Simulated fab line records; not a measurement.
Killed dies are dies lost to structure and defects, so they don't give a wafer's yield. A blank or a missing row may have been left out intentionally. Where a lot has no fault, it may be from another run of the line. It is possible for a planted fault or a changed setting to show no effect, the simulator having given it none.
Check of tool commonality / flow gf180mcu / 14 lots and 42 wafers in the sample

## REASON FOR OPENING
2 of 14 lots carry a flag on the reading NSD_RS at GF_PSD_RS_MEAS_14. No-fault wafers: 46.12 ohm/sq, standard deviation 0.082.
Rule: flag the lot when none of its wafers has a number, or when each of its wafers that has one lies beyond 4 standard deviations from that mean. As for the other lots, they are considered sound.

lot=L576; measured=day 14 14:29; on=film_metro-04; NSD_RS (ohm/sq), wafer by wafer=46.19 46.10 46.38; flag=
lot=L581; measured=day 16 01:38; on=film_metro-02; NSD_RS (ohm/sq), wafer by wafer=46.04 46.06 46.00; flag=
lot=L585; measured=day 17 08:23; on=film_metro-04; NSD_RS (ohm/sq), wafer by wafer=46.94 46.93 46.88; flag=FLAGGED
lot=L586; measured=day 17 22:02; on=film_metro-01; NSD_RS (ohm/sq), wafer by wafer=46.94 46.87 46.94; flag=FLAGGED
lot=L588; measured=day 18 11:14; on=film_metro-02; NSD_RS (ohm/sq), wafer by wafer=45.98 46.13 46.10; flag=
lot=L591; measured=day 19 13:08; on=film_metro-04; NSD_RS (ohm/sq), wafer by wafer=46.03 46.02 46.16; flag=
lot=L592; measured=day 19 21:55; on=film_metro-04; NSD_RS (ohm/sq), wafer by wafer=46.21 46.12 46.13; flag=
lot=L593; measured=day 20 12:35; on=film_metro-02; NSD_RS (ohm/sq), wafer by wafer=46.17 46.22 46.21; flag=
lot=L594; measured=day 20 17:59; on=film_metro-02; NSD_RS (ohm/sq), wafer by wafer=46.19 46.23 46.10; flag=
lot=L595; measured=day 20 23:31; on=film_metro-01; NSD_RS (ohm/sq), wafer by wafer=46.05 46.06 45.99; flag=
lot=L596; measured=day 21 05:08; on=film_metro-02; NSD_RS (ohm/sq), wafer by wafer=46.16 46.09 46.15; flag=
lot=L597; measured=day 21 22:44; on=film_metro-02; NSD_RS (ohm/sq), wafer by wafer=46.25 46.33 46.16; flag=
lot=L598; measured=day 22 00:34; on=film_metro-02; NSD_RS (ohm/sq), wafer by wafer=46.22 46.20 46.16; flag=
lot=L599; measured=day 22 06:39; on=film_metro-01; NSD_RS (ohm/sq), wafer by wafer=46.05 46.09 46.16; flag=
The numbers of the flagged lots are 46.92 ohm/sq on average: +0.80 ohm/sq against the usual, or +10 standard deviations.

## LOT BY LOT: THE TOOL USED
The record keeps 1 process step preceding the reading, out of 602 steps on the route. Read each cell as the tool, then ch plus the chambers that the sampled wafers visited, then the start.
lot=L576; flag=; GF_NSD_IMPLANT_10=implanter-02 ch 0, day 13 17:38
lot=L581; flag=; GF_NSD_IMPLANT_10=implanter-03 ch 0, day 15 03:13
lot=L585; flag=FLAGGED; GF_NSD_IMPLANT_10=implanter-02 ch 0, day 16 08:58
lot=L586; flag=FLAGGED; GF_NSD_IMPLANT_10=implanter-02 ch 0, day 16 22:36
lot=L588; flag=; GF_NSD_IMPLANT_10=implanter-03 ch 0, day 17 11:12
lot=L591; flag=; GF_NSD_IMPLANT_10=implanter-04 ch 0, day 18 11:52
lot=L592; flag=; GF_NSD_IMPLANT_10=implanter-04 ch 0, day 18 20:58
lot=L593; flag=; GF_NSD_IMPLANT_10=implanter-03 ch 0, day 19 11:22
lot=L594; flag=; GF_NSD_IMPLANT_10=implanter-04 ch 0, day 19 16:37
lot=L595; flag=; GF_NSD_IMPLANT_10=implanter-03 ch 0, day 19 23:00
lot=L596; flag=; GF_NSD_IMPLANT_10=implanter-02 ch 0, day 20 05:01
lot=L597; flag=; GF_NSD_IMPLANT_10=implanter-04 ch 0, day 20 21:55
lot=L598; flag=; GF_NSD_IMPLANT_10=implanter-03 ch 0, day 21 00:13
lot=L599; flag=; GF_NSD_IMPLANT_10=implanter-04 ch 0, day 21 06:07
What the steps here do:
- GF_NSD_IMPLANT_10
- GF_PSD_RS_MEAS_14: measures by four-point-probe.

## FLAGGED AGAINST TOTAL, ONE TOOL AT A TIME (gauges that did the reading follow at the end)
step=GF_NSD_IMPLANT_10; tool=implanter-02; lots run=4; flagged=2; share of the flagged lots=all; sound lots run after its first flagged lot=1 (L596)
step=GF_NSD_IMPLANT_10; tool=implanter-03; lots run=5; flagged=0; share of the flagged lots=none; sound lots run after its first flagged lot=-
step=GF_NSD_IMPLANT_10; tool=implanter-04; lots run=5; flagged=0; share of the flagged lots=none; sound lots run after its first flagged lot=-
step=GF_PSD_RS_MEAS_14; tool=film_metro-01; lots run=3; flagged=1; share of the flagged lots=some; sound lots run after its first flagged lot=2 (L595,L599)
step=GF_PSD_RS_MEAS_14; tool=film_metro-02; lots run=7; flagged=0; share of the flagged lots=none; sound lots run after its first flagged lot=-
step=GF_PSD_RS_MEAS_14; tool=film_metro-04; lots run=4; flagged=1; share of the flagged lots=some; sound lots run after its first flagged lot=2 (L591,L592)

## WHAT THE TABLE PERMITS
1 row of the table ran every flagged lot: implanter-02 at GF_NSD_IMPLANT_10.
- implanter-02 at GF_NSD_IMPLANT_10: 2 of its 4 lots flagged. Sound lots followed the first flagged one (L596) on it, something a lasting fault affecting the whole tool could not allow. Its own readings (beam_on_s, faraday_current_uA) fall more than 4 standard deviations out on all wafers of the flagged lots.
Every row of the table either missed a flagged lot or ran a sound lot after the first.

## WHAT THE SIMULATOR PUT IN
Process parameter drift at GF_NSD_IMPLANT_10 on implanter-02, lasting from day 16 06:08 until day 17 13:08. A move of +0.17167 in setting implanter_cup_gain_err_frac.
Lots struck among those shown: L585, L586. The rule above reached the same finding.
